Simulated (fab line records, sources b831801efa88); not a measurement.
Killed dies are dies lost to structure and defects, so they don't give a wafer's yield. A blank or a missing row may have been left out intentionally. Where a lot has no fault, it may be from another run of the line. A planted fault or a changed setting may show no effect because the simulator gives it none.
A struck lot beside a sound one    flow sky130    43 out of 708 route steps
Sound: the wafers L707.1, L707.4, L707.6. Wafers L698.3, L698.4, L698.6 were the ones struck. Last of all comes the cause.
At each step with rows: each side's tool, then ch and its chambers, then its first start. Under that, the readings that differ: sound wafers    struck wafers    difference of the means    sigmas: that difference in standard deviations of wafers without a fault.
alike: readings with means less than 2 such deviations apart, plus words and numbers identical on both sides. not compared: withheld readings, readings lacking a value on some wafer, bounds such as >300 that could conceal the same value, and numbers that have no deviation in the record and whose values overlap.
A row with sigmas, a row that says differs or no value, or rows on one side alone: a step with any of these is where the two part. When numbers do not overlap yet have no deviation, they are printed without sigmas and do not part them. A reading that every wafer of one side lacks parts them only if that side has two wafers or more.

first, 1 step without rows for these wafers: SKY_LDD_N_IMPLANT_15.
SKY_LDD_N_STRIP_16: strips in O2/N2.
  sound on plasma asher-01 ch 0,1, day 23 03:26; struck on plasma asher-03 ch 0,1, day 20 04:52
reading                       sound              struck             difference  sigmas
strip time to endpoint s (s)  4.323 4.325 4.313  4.257 4.298 4.301  -0.035      -2
  alike: drypump motor current A, oes product au
  not compared: rf hours counter h
SKY_LDD_N_TW_MEAS_17:
  sound on film metro-02, day 23 03:32; struck on film metro-02, day 20 04:58
  alike: LDD_N_TW
then, 7 steps without rows for these wafers: SKY_LDD_P_DEHYDRATE_00 (time 60 s); SKY_LDD_P_HMDS_01 (prime time 60 s); SKY_LDD_P_COAT_02 (resist thk 1140 nm); SKY_LDD_P_SOFTBAKE_03 (time 60 s); SKY_LDD_P_EXPOSE_04 (exposes mask PSDM, target cd 380 nm); SKY_LDD_P_PEB_05; SKY_LDD_P_DEVELOP_06 (develop time 60 s).
SKY_LDD_P_CD_MEAS_07 targets a cd of 380 nm.
  sound on cd sem-01, day 24 08:57; struck on cd sem-02, day 21 11:29
  alike: cd nm
SKY_LDD_P_OVL_MEAS_08:
  sound on overlay-01, day 24 09:04; struck on overlay-02, day 21 11:35
  alike: LDD_P_OVL
SKY_LDD_P_IMPLANT_09:
  sound on implanter-03 ch 0, day 24 09:07; struck on implanter-01 ch 0, day 21 11:39
SKY_LDD_P_STRIP_10: strips in O2/N2.
  sound on plasma asher-04 ch 0,1, day 24 09:16; struck on plasma asher-02 ch 0,1, day 21 11:47
  alike: drypump motor current A, oes product au, strip time to endpoint s
  not compared: rf hours counter h
SKY_LDD_P_TW_MEAS_11:
  sound on film metro-03, day 24 09:22; struck on film metro-02, day 21 11:52
  alike: LDD_P_TW
then, 7 steps without rows for these wafers: SKY_LDD_HVN_DEHYDRATE_00 (time 60 s); SKY_LDD_HVN_HMDS_01 (prime time 60 s); SKY_LDD_HVN_COAT_02 (resist thk 300 nm); SKY_LDD_HVN_SOFTBAKE_03 (time 60 s); SKY_LDD_HVN_EXPOSE_04 (exposes mask HVNTM, target cd 700 nm); SKY_LDD_HVN_PEB_05; SKY_LDD_HVN_DEVELOP_06 (develop time 60 s).
SKY_LDD_HVN_OVL_MEAS_07:
  sound on overlay-01, day 25 14:44; struck on overlay-01, day 22 17:34
  alike: LDD_HVN_OVL
next, for these wafers, 1 step has no rows: SKY_LDD_HVN_IMPLANT_08.
SKY_LDD_HVN_STRIP_09: strips in O2/N2.
  sound on plasma asher-04 ch 0, day 25 14:56; struck on plasma asher-04 ch 0,1, day 22 17:46
reading                       sound              struck             difference  sigmas
strip time to endpoint s (s)  4.171 4.169 4.167  4.119 4.126 4.100  -0.054      -3
  alike: drypump motor current A, oes product au
  not compared: rf hours counter h
SKY_LDD_HVN_TW_MEAS_10:
  sound on film metro-04, day 25 15:04; struck on film metro-01, day 22 17:51
  alike: LDD_HVN_TW
then, 7 steps without rows for these wafers: SKY_LDD_HVP_DEHYDRATE_00 (time 60 s); SKY_LDD_HVP_HMDS_01 (prime time 60 s); SKY_LDD_HVP_COAT_02 (resist thk 300 nm); SKY_LDD_HVP_SOFTBAKE_03 (time 60 s); SKY_LDD_HVP_EXPOSE_04 (exposes mask HVPTM, target cd 700 nm); SKY_LDD_HVP_PEB_05; SKY_LDD_HVP_DEVELOP_06 (develop time 60 s).
SKY_LDD_HVP_OVL_MEAS_07:
  sound on overlay-02, day 26 19:39; struck on overlay-01, day 24 00:04
  alike: LDD_HVP_OVL
next, for these wafers, 1 step has no rows: SKY_LDD_HVP_IMPLANT_08.
SKY_LDD_HVP_STRIP_09: strips in O2/N2.
  sound on plasma asher-04 ch 0, day 26 19:50; struck on plasma asher-04 ch 0,1, day 24 00:16
  alike: drypump motor current A, oes product au, strip time to endpoint s
  not compared: rf hours counter h
SKY_LDD_HVP_TW_MEAS_10:
  sound on film metro-01, day 26 19:56; struck on film metro-01, day 24 00:22
  alike: LDD_HVP_TW
then, 5 steps without rows for these wafers: SKY_LDD_LDN_DEHYDRATE_00 (time 60 s); SKY_LDD_LDN_HMDS_01 (prime time 60 s); SKY_LDD_LDN_COAT_02 (resist thk 1140 nm); SKY_LDD_LDN_SOFTBAKE_03 (time 60 s); SKY_LDD_LDN_EXPOSE_04 (exposes mask LDNTM, target cd 700 nm).
-- the record jumps here: 23 days lie between the struck wafers' starts before and after (it left off in module LDD_LDN and takes up again in module PAD_OPEN, whose first step shown is number 708 of the route) --
SKY_PAD_OPEN_PROBE_99:
  sound on prober-02, day 49 03:07; struck on prober-02, day 47 09:19
reading                            sound                   struck                 difference  sigmas
model.etest.tip p.rs ohm sq range  237.4 203.7 247.2       1592 1553 1385         +1281       
model.etest.pfet_01v8.vt v range   0.01346 0.0109 0.01259  0.02013 0.0242 0.0273  +0.01156    
  alike: killed_at_M0_to_M3, killed_at_M4_up, killed at contacts, killed at front end, killed at other, killed dies, killed open, killed short
  not compared: model.etest.pfet_01v8.drive ua um range

WHERE THEY PART
Earliest at SKY_LDD_N_STRIP_16; latest, in this record, at SKY_LDD_HVN_STRIP_09. Later steps at which nothing parts them and some readings are alike: SKY_LDD_HVN_TW_MEAS_10, SKY_LDD_HVP_OVL_MEAS_07, SKY_LDD_HVP_STRIP_09, SKY_LDD_HVP_TW_MEAS_10, SKY_PAD_OPEN_PROBE_99.

WHY: the cause the simulator had injected
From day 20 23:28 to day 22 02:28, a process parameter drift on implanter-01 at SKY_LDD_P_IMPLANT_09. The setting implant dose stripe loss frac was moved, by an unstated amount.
